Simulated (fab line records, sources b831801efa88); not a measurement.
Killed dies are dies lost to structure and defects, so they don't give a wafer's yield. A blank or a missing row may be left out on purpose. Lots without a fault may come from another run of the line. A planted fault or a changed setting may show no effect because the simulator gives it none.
fab line records | flow gf180mcu
record lots=14 wafers=42 last_day=34
route steps=602 shown VT_IMPLANT@120 PSD@261 CONTACT@301 V3@443
lots that met no fault: from a run of the same line without faults
start_h: hours from the record's first day to the start of the lot's first wafer shown | wait_h: hours since the lot's step before | " the same as in the row above | L1.1+2: a row that stands for several wafers | - no value, or no start given | * or withheld: withheld | < > ~ a bound
route shown NAME@n: a module of which the file shows steps, and the number in the route of the first | usual: mean/standard deviation of fault-free wafers | same: alike in all rows | chamber/n: place in a boat | sites: the reading at each site | _std_site: their standard deviation | _edge_site: outer sites' mean less inner sites' | radius_mm: how far each site lies from the wafer's centre | mask NAME#n: copy n | behind: the tool/chamber that last shaped the wafer | hold: why the lot was held/for how many hours/how that ended | device: the transistor (n, p or np) that didn't switch | end of line: the same wafers' tests at the end of the route | a step without rows: its recipe alone | killed: dies lost to structure and defects at the first sort, not the wafer's yield | map: a wafer's dies, x killed, . not, _ none there
set.NAME: the setting as run; set.NAME@STEP: as run at that earlier step | model.NAME: the simulator's own value behind a step, which no gauge read
steps of the route over a sample of lots; a table a step, a row a wafer
services: from which hour (start_h, from the record's first day; less than 0 if before it) a tool's chamber was out of use, for how many hours, and why
## steps
# step GF_VT_IMPLANT_IMPLANT_30
# recipe species=B energy_kev=25 dose_cm2=2.534e+12 tilt_deg=7
# usual dose_ions_cm2=2.5339e+12/2.9e+09
# columns lot.wafer tool chamber start_h wait_h dose_ions_cm2
L389.1 implanter-04 0 144.28 0.0 2.5328e+12
L389.2 " 0 " " 2.5319e+12
L389.5 " 0 " " 2.534e+12
L391.1 implanter-02 0 162.71 0.0 2.5352e+12
L391.2 " 0 " " 2.5311e+12
L391.3 " 0 " " 2.534e+12
L390.1 implanter-03 0 163.08 0.0 2.5391e+12
L390.5 " 0 " " 2.5365e+12
L390.6 " 0 " " 2.5369e+12
L393.1 implanter-02 0 169.39 0.0 2.5313e+12
L393.3 " 0 " " 2.5401e+12
L393.6 " 0 " " 2.5373e+12
L395.2 implanter-04 0 178.34 0.0 2.5352e+12
L395.3 " 0 " " 2.5364e+12
L395.5 " 0 " " 2.5363e+12
L397.3 implanter-03 0 189.04 0.1 2.5316e+12
L397.4 " 0 " " 2.537e+12
L397.5 " 0 " " 2.5301e+12
L398.1 implanter-02 0 199.49 0.0 2.5053e+12
L398.4 " 0 " " 2.5014e+12
L398.6 " 0 " " 2.5078e+12
L399.2 implanter-04 0 201.46 0.0 2.5345e+12
L399.5 " 0 " " 2.5403e+12
L399.6 " 0 " " 2.5332e+12
L400.1 implanter-02 0 208.49 0.0 2.5018e+12
L400.2 " 0 " " 2.4989e+12
L400.3 " 0 " " 2.5032e+12
L406.1 implanter-04 0 247.96 0.0 2.531e+12
L406.2 " 0 " " 2.5379e+12
L406.5 " 0 " " 2.5339e+12
L407.2 implanter-04 0 256.69 0.0 2.5349e+12
L407.5 " 0 " " 2.5286e+12
L407.6 " 0 " " 2.5332e+12
L408.1 implanter-04 0 263.19 0.0 2.5333e+12
L408.3 " 0 " " 2.5299e+12
L408.6 " 0 " " 2.5327e+12
L409.1 implanter-04 0 269.84 0.0 2.5363e+12
L409.4 " 0 " " 2.536e+12
L409.6 " 0 " " 2.5337e+12
L411.1 implanter-03 0 282.46 0.0 2.5337e+12
L411.2 " 0 " " 2.53e+12
L411.5 " 0 " " 2.5326e+12
# step GF_PSD_RTA_13
# recipe temp_c=1025 time_s=20 ambient=N2
# usual lamp_power_pct=34.1/1.7 wafer_temp_C_max=1029.6/1.1
# columns lot.wafer tool chamber start_h wait_h lamp_power_pct wafer_temp_C_max
L389.1 rtp_anneal-02 0 318.10 0.0 32.6 1029.2
L389.2 " 0 " " 32.6 1029.6
L389.5 " 0 " " 32.7 1030.3
L390.1 rtp_anneal-02 0 340.28 0.0 32.7 1030.3
L390.5 " 0 " " 32.7 1031.9
L390.6 " 0 " " 32.7 1030.9
L391.1 rtp_anneal-02 0 344.02 0.0 32.7 1031.5
L391.2 " 0 " " 32.7 1030.8
L391.3 " 0 " " 32.7 1030.7
L393.1 rtp_anneal-01 0 359.07 0.0 36.0 1028.9
L393.3 " 0 " " 36.0 1029.2
L393.6 " 0 " " 35.9 1027.7
L395.2 rtp_anneal-01 0 362.81 0.0 36.1 1028.5
L395.3 " 0 " " 36.0 1027.7
L395.5 " 0 " " 36.0 1028.8
L397.3 rtp_anneal-02 0 379.55 0.0 32.7 1028.0
L397.4 " 0 " " 32.7 1029.3
L397.5 " 0 " " 32.7 1030.4
L398.1 rtp_anneal-02 0 388.17 0.0 32.7 1031.0
L398.4 " 0 " " 32.7 1030.1
L398.6 " 0 " " 32.6 1028.9
L399.2 rtp_anneal-02 0 393.00 0.0 32.7 1031.6
L399.5 " 0 " " 32.7 1030.9
L399.6 " 0 " " 32.7 1030.0
L400.1 rtp_anneal-02 0 401.40 0.0 32.6 1030.0
L400.2 " 0 " " 32.7 1029.6
L400.3 " 0 " " 32.7 1029.1
L406.1 rtp_anneal-01 0 456.14 0.0 36.0 1028.0
L406.2 " 0 " " 36.0 1031.7
L406.5 " 0 " " 36.1 1027.9
L407.2 rtp_anneal-02 0 470.58 0.0 32.7 1030.2
L407.5 " 0 " " 32.6 1029.5
L407.6 " 0 " " 32.7 1029.6
L408.1 rtp_anneal-01 0 479.95 0.0 36.0 1030.5
L408.3 " 0 " " 36.0 1029.0
L408.6 " 0 " " 35.9 1030.2
L409.1 rtp_anneal-02 0 488.20 0.0 32.6 1029.5
L409.4 " 0 " " 32.7 1032.7
L409.6 " 0 " " 32.7 1029.8
L411.1 rtp_anneal-02 0 500.09 0.0 32.6 1030.9
L411.2 " 0 " " 32.6 1029.4
L411.5 " 0 " " 32.6 1030.2
# step GF_CONTACT_CD_MEAS_14
# recipe target_cd_nm=220
# usual cd_nm=219.6/1.4
# columns lot.wafer tool chamber start_h wait_h cd_nm
L389.1 cd_sem-02 - 362.24 0.1 219.8
L389.2 " - " " 221.1
L389.5 " - " " 222.7
L390.1 cd_sem-01 - 387.14 0.1 219.9
L390.5 " - " " 220.9
L390.6 " - " " 219.2
L391.1 cd_sem-02 - 390.70 0.1 221.2
L391.2 " - " " 222.1
L391.3 " - " " 221.6
L393.1 cd_sem-01 - 405.86 0.1 218.1
L393.3 " - " " 218.8
L393.6 " - " " 219.9
L395.2 cd_sem-01 - 410.11 0.1 220.3
L395.3 " - " " 219.0
L395.5 " - " " 220.1
L397.3 cd_sem-02 - 427.48 0.1 220.8
L397.4 " - " " 221.2
L397.5 " - " " 220.9
L398.1 cd_sem-01 - 437.04 0.1 222.1
L398.4 " - " " 221.0
L398.6 " - " " 221.5
L399.2 cd_sem-02 - 442.97 0.1 220.6
L399.5 " - " " 220.4
L399.6 " - " " 219.8
L400.1 cd_sem-01 - 452.00 0.1 221.4
L400.2 " - " " 219.0
L400.3 " - " " 219.4
L406.1 cd_sem-01 - 505.90 0.1 218.4
L406.2 " - " " 218.5
L406.5 " - " " 218.2
L407.2 cd_sem-02 - 519.72 0.1 219.6
L407.5 " - " " 220.2
L407.6 " - " " 219.4
L408.1 cd_sem-01 - 528.20 0.1 217.8
L408.3 " - " " 218.1
L408.6 " - " " 217.8
L409.1 cd_sem-01 - 535.80 0.1 216.9
L409.4 " - " " 217.6
L409.6 " - " " 218.2
L411.1 cd_sem-01 - 547.10 0.1 219.1
L411.2 " - " " 220.7
L411.5 " - " " 220.7
# step GF_V3_CD_MEAS_14
# recipe target_cd_nm=260
# usual cd_nm=259.9/1.1
# columns lot.wafer tool chamber start_h wait_h cd_nm
L389.1 cd_sem-01 - 512.72 0.1 260.5
L389.2 " - " " 260.0
L389.5 " - " " 260.0
L390.1 cd_sem-02 - 539.08 0.1 259.3
L390.5 " - " " 259.3
L390.6 " - " " 258.6
L391.1 cd_sem-02 - 542.00 0.1 259.0
L391.2 " - " " 258.0
L391.3 " - " " 260.3
L393.1 cd_sem-02 - 555.55 0.1 259.4
L393.3 " - " " 259.5
L393.6 " - " " 261.2
L395.2 cd_sem-02 - 560.32 0.1 260.6
L395.3 " - " " 260.3
L395.5 " - " " 260.3
L397.3 cd_sem-02 - 576.61 0.1 261.6
L397.4 " - " " 260.7
L397.5 " - " " 261.6
L398.1 cd_sem-02 - 585.00 0.1 260.1
L398.4 " - " " 260.6
L398.6 " - " " 261.5
L399.2 cd_sem-02 - 589.34 0.1 260.8
L399.5 " - " " 259.9
L399.6 " - " " 260.3
L400.1 cd_sem-01 - 595.88 0.1 259.1
L400.2 " - " " 258.3
L400.3 " - " " 260.1
L406.1 cd_sem-01 - 648.12 0.1 258.5
L406.2 " - " " 259.9
L406.5 " - " " 258.4
L407.2 cd_sem-02 - 657.29 0.1 259.8
L407.5 " - " " 260.9
L407.6 " - " " 261.1
L408.1 cd_sem-01 - 665.93 0.1 260.2
L408.3 " - " " 258.9
L408.6 " - " " 257.7
L409.1 cd_sem-02 - 670.57 0.1 258.7
L409.4 " - " " 259.6
L409.6 " - " " 258.4
L411.1 cd_sem-02 - 681.45 0.1 259.9
L411.2 " - " " 261.6
L411.5 " - " " 261.7
## services
# columns tool chamber start_h hours kind
implanter-02 - 123.63 2.8 repair
implanter-03 - 144.20 3.7 repair
implanter-04 - 165.72 9.9 repair
implanter-02 - 177.86 7.5 pm
implanter-04 - 196.71 1.8 repair
implanter-04 - 288.81 2.1 repair
rtp_anneal-01 - 308.20 0.9 pm
implanter-04 - 409.16 5.8 pm
## key
first_sign step=GF_VT_IMPLANT_IMPLANT_30 reading=dose_ions_cm2 direction=down sigmas=10 usual=2.5339e+12 struck=2.5031e+12
effect none on later readings
met_at GF_VT_IMPLANT_IMPLANT_30
struck_lots L398,L400
tester_left_out L398,L400
not_acting_at GF_PSD_RTA_13,GF_CONTACT_CD_MEAS_14,GF_V3_CD_MEAS_14
onset_between 169.39 199.49
fault kind=process_parameter_drift tool=implanter-02 chamber=- onset_h=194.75 steps=GF_VT_IMPLANT_IMPLANT_30 channel=dose_cm2 offset=-2.9699e+10 shape=step end_h=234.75 acts_in=these_recipes_only stated=2.534e+12
# tester_left_out: of these lots the tester's yield and bins aren't shown, on N5 and GAA mostly nor the transistor test; their killed dies are dies lost to structure and defects alone, not to doping, threshold or leakage, so they don't give the yield
